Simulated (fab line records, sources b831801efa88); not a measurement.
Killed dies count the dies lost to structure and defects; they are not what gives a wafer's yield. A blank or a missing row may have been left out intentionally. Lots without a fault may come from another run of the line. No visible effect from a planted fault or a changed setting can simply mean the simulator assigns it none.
The tool behind it: which one?    flow gf180mcu    11 lots with 33 wafers sampled at 3 steps, on a route of 602 steps

WHAT EACH GAUGE READ, for each wafer
GF_V3_RS_MEAS_24: a four-point-probe measurement.
lot   measured      on             V3_W_RS (ohm/sq)
L504  day 23 14:13  film metro-01  0.325 0.317 0.331
L506  day 24 07:15  film metro-03  0.328 0.330 0.329
L507  day 24 17:04  film metro-01  0.331 0.329 0.333
L508  day 25 04:49  film metro-03  0.260 0.254 0.263
L510  day 25 17:31  film metro-04  0.263 0.253 0.262
L518  day 28 16:03  film metro-03  0.326 0.323 0.323
L519  day 29 05:07  film metro-04  0.316 0.328 0.316
L520  day 29 08:33  film metro-01  0.321 0.327 0.318
L522  day 29 10:48  film metro-01  0.325 0.323 0.320
L523  day 30 00:20  film metro-03  0.329 0.332 0.329
L524  day 30 03:40  film metro-01  0.331 0.328 0.328

EACH LOT AND THE TOOL THAT RAN IT (in order: tool; ch and the chambers of the sampled wafers; start)
lot   GF_V3_SPUTTER_21              GF_V3_CVD_23
L504  pvd sputter-02, day 23 13:59  cvd w-02 ch 0,1, day 23 14:05
L506  pvd sputter-03, day 24 07:02  cvd w-01 ch 0,1, day 24 07:08
L507  pvd sputter-03, day 24 16:50  cvd w-01 ch 0,1, day 24 16:56
L508  pvd sputter-02, day 25 04:34  cvd w-02 ch 0,1, day 25 04:41
L510  pvd sputter-02, day 25 17:19  cvd w-02 ch 0,1, day 25 17:25
L518  pvd sputter-02, day 28 15:47  cvd w-01 ch 1, day 28 15:53
L519  pvd sputter-03, day 29 04:55  cvd w-02 ch 0,1, day 29 05:01
L520  pvd sputter-01, day 29 08:20  cvd w-02 ch 0,1, day 29 08:26
L522  pvd sputter-02, day 29 10:32  cvd w-01 ch 0,1, day 29 10:41
L523  pvd sputter-01, day 30 00:06  cvd w-01 ch 0,1, day 30 00:12
L524  pvd sputter-01, day 30 03:26  cvd w-01 ch 1, day 30 03:32
- GF_V3_SPUTTER_21: material Ti, target thk 15 nm, time 80.02 s.
- GF_V3_CVD_23: deposits W, target thk 350 nm, time 104.9 s.

THE ANSWER, worked out from the rows above alone
Rule: the lots themselves supply what counts as usual. The widest of any qualifying gaps counts: lots, ordered by their means at a reading, are off when they make up no more than a third of the lots, leave a main group of 4 or more, and stand apart from it by 3 or more times the standard deviation of that group's means. A main group whose means are all the same, to the digits that the tables above print for the reading, isn't used. Also off: a lot with no number at a reading for which 4 or more lots have one. All remaining lots with rows at the step are treated as sound.
Off: at GF_V3_RS_MEAS_24 (V3_W_RS), L508, L510. The main group has a mean of 0.326 ohm/sq with a standard deviation of 0.0038.
If a tool, at a process step before that reading, ran all the lots that are off and no sound lot after the first of them, it fits. The gauges at GF_V3_RS_MEAS_24 are tried like those tools. None of those tried fits.

WHAT THE SIMULATOR HAD INSERTED
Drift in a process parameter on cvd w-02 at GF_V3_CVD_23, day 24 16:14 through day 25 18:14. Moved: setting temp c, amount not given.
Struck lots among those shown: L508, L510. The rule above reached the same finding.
